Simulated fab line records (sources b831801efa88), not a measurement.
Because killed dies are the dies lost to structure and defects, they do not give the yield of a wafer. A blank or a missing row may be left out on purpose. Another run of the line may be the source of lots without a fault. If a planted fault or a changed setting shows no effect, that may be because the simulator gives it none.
One fault through the eyes of 2 desks | flow gf180mcu | each desk holds nothing but its own numbers, with what lay behind them at the end

## TOOL OWNER'S DESK, cvdW-02
The tool's own readings at GF_V2_CVD_23 (deposits W, target thk 350 nm, time 104.94 s): means of the sampled wafers that have a number, for each lot that ran on this tool. A lot is out of limits, marked OUT, if its mean lies more than 4 standard deviations from the usual mean; the brackets give that distance.
Columns: A = heaterPowerOuterW at GF_V2_CVD_23, usual 511 W; B = heaterPowerW at GF_V2_CVD_23, usual 837 W
lot  | first seen here | A   | B
L110 | day 20 13:05    | 564 | 951
L115 | day 22 12:04    | 471 | 784
L118 | day 23 06:05    | 434 | 682
L120 | day 24 12:23    | 479 | 785
L121 | day 24 15:25    | 496 | 826
L129 | day 27 03:23    | 517 | 868
L133 | day 28 09:44    | 481 | 770
Result from this desk: across the 7 lots, nothing is out of limits.

## AT THE METROLOGY DESK
Means of the sampled wafers that have a number, per lot and without regard to the tool the lot ran on: this is what the gauges read. A lot is out of limits, marked OUT, if its mean lies more than 4 standard deviations from the usual mean; the brackets give that distance.
Columns: A = V2_OVL at GF_V2_OVL_MEAS_15, usual -2 nm; B = V2_W_RS at GF_V2_RS_MEAS_24, usual 0.327 ohm/sq; C = V2_W_THK at GF_V2_THK_MEAS_25, usual 346 nm
lot  | first seen here | A   | B     | C
L110 | day 20 12:17    | -7  | 0.321 | 353
L115 | day 22 11:14    | 0   | 0.326 | 344
L116 | day 22 16:07    | -15 | 0.326 | 346
L118 | day 23 05:17    | 1   | 0.326 | 347
L120 | day 24 11:35    | 3   | 0.335 | 335
L121 | day 24 14:35    | -2  | 0.336 | 333
L129 | day 27 02:34    | -2  | 0.326 | 354
L130 | day 27 10:39    | -3  | 0.326 | 342
L131 | day 27 14:40    | -1  | 0.334 | 344
L132 | day 27 19:49    | -2  | 0.329 | 338
L133 | day 28 08:54    | -7  | 0.325 | 346
Result from this desk: across the 11 lots, nothing is out of limits.

## ALL TOGETHER
The desk of the tool owner found nothing out of limits.
Nothing out of limits was seen by the metrology desk.

## WHAT THE SIMULATOR HAD INSERTED
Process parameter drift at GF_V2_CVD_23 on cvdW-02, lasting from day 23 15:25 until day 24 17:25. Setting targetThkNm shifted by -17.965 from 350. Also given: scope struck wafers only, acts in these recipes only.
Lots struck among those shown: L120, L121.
